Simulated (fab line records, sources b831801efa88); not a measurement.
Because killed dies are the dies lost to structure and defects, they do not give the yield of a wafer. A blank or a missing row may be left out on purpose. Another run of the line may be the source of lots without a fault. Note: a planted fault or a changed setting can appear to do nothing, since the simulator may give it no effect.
Chamber matching    flow sky130    SKY_CONTACT_ETCH_16 on rieDiel-01: 3 sister chambers
The step etches BARC in N2/H2, stops on SiO2, time 45.9 s, target depth 60 nm. 14 wafers are shown with their chamber, then 4 later ones without.

WAFERS PAIRED WITH THEIR CHAMBERS
wafer   chamber  drypumpMotorCurrentA (A)  throttleValvePct (%)  oesProductAu (a.u.)
L302.2  0        5.1                       13.227                0.853
L302.3  2        5.3                       13.226                0.854
L302.6  2        5.3                       13.220                0.850
L304.1  3        6.0                       13.212                0.861
L304.3  0        5.1                       13.222                0.860
L304.4  2        5.3                       13.201                0.863
L308.3  3        6.1                       13.223                0.859
L308.4  2        5.4                       13.225                0.860
L308.6  2        5.3                       13.225                0.856
L310.1  0        5.2                       13.226                0.862
L310.4  2        5.3                       13.221                0.857
L310.6  2        5.3                       13.227                0.864
L312.3  3        6.1                       13.224                0.859
L312.5  0        5.1                       13.241                0.854

SIGNATURES, as means of the wafers listed above
reading               chamber 0  chamber 2  chamber 3  scatter within a chamber
drypumpMotorCurrentA  5.125      5.314      6.067      0.0455
throttleValvePct      13.22900   13.22071   13.21967   0.00846
oesProductAu          0.85725    0.85771    0.85967    0.00438
Rule: a wafer lies at a distance from a chamber equal to the root of the sum of squares, over the readings, of (its reading less the chamber's mean, divided by the reading's scatter). The wafer belongs to the nearest chamber; if the next one is less than 2 further off, it can't be placed. The scatter: the root of (the sum of the squares of (reading less its chamber's mean) over the shown wafers, divided by (wafers less chambers)).

WAFERS WITHOUT THEIR CHAMBER
wafer   drypumpMotorCurrentA (A)  throttleValvePct (%)  oesProductAu (a.u.)
L315.2  5.3                       13.214                0.848
L315.6  5.1                       13.230                0.856
L316.4  6.0                       13.221                0.851
L316.6  6.0                       13.220                0.848

WHICH CHAMBER EACH WENT THROUGH
wafer   from the rows above  in truth
L315.2  2                    2
L315.6  0                    0
L316.4  3                    3
L316.6  3                    3
4 of 4 placed correctly. From these rows, 0 cannot be placed. 0 placed wrongly.
